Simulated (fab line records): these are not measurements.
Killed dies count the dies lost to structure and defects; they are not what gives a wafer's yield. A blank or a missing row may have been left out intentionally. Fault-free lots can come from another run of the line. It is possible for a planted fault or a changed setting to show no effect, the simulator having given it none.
One fault seen from 2 desks :: flow gf180mcu :: every desk sees just its own numbers, and what lay behind them comes last

AT THE TOOL OWNER'S DESK: litho-track-03
The tool's own readings at GF_VT_IMPLANT_SOFTBAKE_14 (time 60 s): means of the sampled wafers that have a number, for each lot that ran on this tool. A lot is out of limits, marked OUT, if its mean lies more than 4 standard deviations from the usual mean; the brackets give that distance.
Columns: A = exhaust-pa at GF_VT_IMPLANT_SOFTBAKE_14, usual 45.0 Pa; B = plate-temp-C at GF_VT_IMPLANT_SOFTBAKE_14, usual 90.00 C; C = run-length-s at GF_VT_IMPLANT_SOFTBAKE_14, usual 89.34 s
lot: L520
first seen here: day 5 19:25
A: 44.0
B: 89.97
C: 89.49

lot: L521
first seen here: day 6 01:04
A: 45.9
B: 90.08
C: 89.39

lot: L524
first seen here: day 6 19:12
A: 44.8
B: 89.84
C: 89.47

lot: L531
first seen here: day 8 23:43
A: 46.1
B: 90.15
C: 89.48

lot: L530
first seen here: day 9 00:16
A: 45.9
B: 89.95
C: 89.55

lot: L536
first seen here: day 10 07:37
A: 45.7
B: 90.07
C: 102.80 (+59) OUT

lot: L537
first seen here: day 10 11:29
A: 47.0
B: 90.00
C: 102.76 (+58) OUT
Finding of this desk: L536, L537 out of limits; the first was L536 at day 10 07:37, on run-length-s at GF_VT_IMPLANT_SOFTBAKE_14. In limits: L520, L521, L524, L531, L530.

FROM THE METROLOGY DESK
What the gauges read, lot by lot, whatever tool the lot ran on: means of the sampled wafers that have a number. A lot is out of limits, marked OUT, if its mean lies more than 4 standard deviations from the usual mean; the brackets give that distance.
Columns: A = STI_OXIDATION_01_THK at GF_STI_THK_MEAS_22, usual 15.0 nm; B = POLY_GATE_OVL at GF_POLY_GATE_OVL_MEAS_11, usual -1 nm
lot: L520
first seen here: day 2 03:10
A: 14.9
B: -4

lot: L521
first seen here: day 2 09:34
A: 15.8
B: -5

lot: L524
first seen here: day 2 23:37
A: 14.8
B: 0

lot: L525
first seen here: day 3 06:40
A: 15.3
B: -5

lot: L526
first seen here: day 3 10:51
A: 15.0
B: 2

lot: L529
first seen here: day 4 06:16
A: 15.4
B: 2

lot: L530
first seen here: day 4 13:08
A: 15.0
B: -6

lot: L531
first seen here: day 4 13:09
A: 15.0
B: 0

lot: L536
first seen here: day 5 17:02
A: 14.9
B: 2

lot: L537
first seen here: day 5 19:37
A: 14.7
B: -6

lot: L539
first seen here: day 6 06:32
A: 15.1
B: 6

lot: L540
first seen here: day 6 11:34
A: 15.1
B: 7

lot: L541
first seen here: day 6 19:06
A: 14.6
B: -4

lot: L543
first seen here: day 7 00:34
A: 15.2
B: -1
Finding of this desk: none of the 14 lots has anything out of limits.

BROUGHT TOGETHER
On L536, L537, at day 10 07:37, an alarm was possible from the tool owner's desk.
From the metrology desk's view, nothing was out of limits.
The metrology desk has L536, L537 on record, within its limits.
On litho-track-03, each named lot ran GF_VT_IMPLANT_SOFTBAKE_14.

WHAT THE SIMULATOR HAD PUT IN
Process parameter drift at GF_VT_IMPLANT_SOFTBAKE_14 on litho-track-03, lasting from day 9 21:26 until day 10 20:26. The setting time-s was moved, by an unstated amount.
Shown lots that were struck: L536, L537.
Time in hours from fault onset to the first out-of-limits reading at each desk: the tool owner's desk, 10.
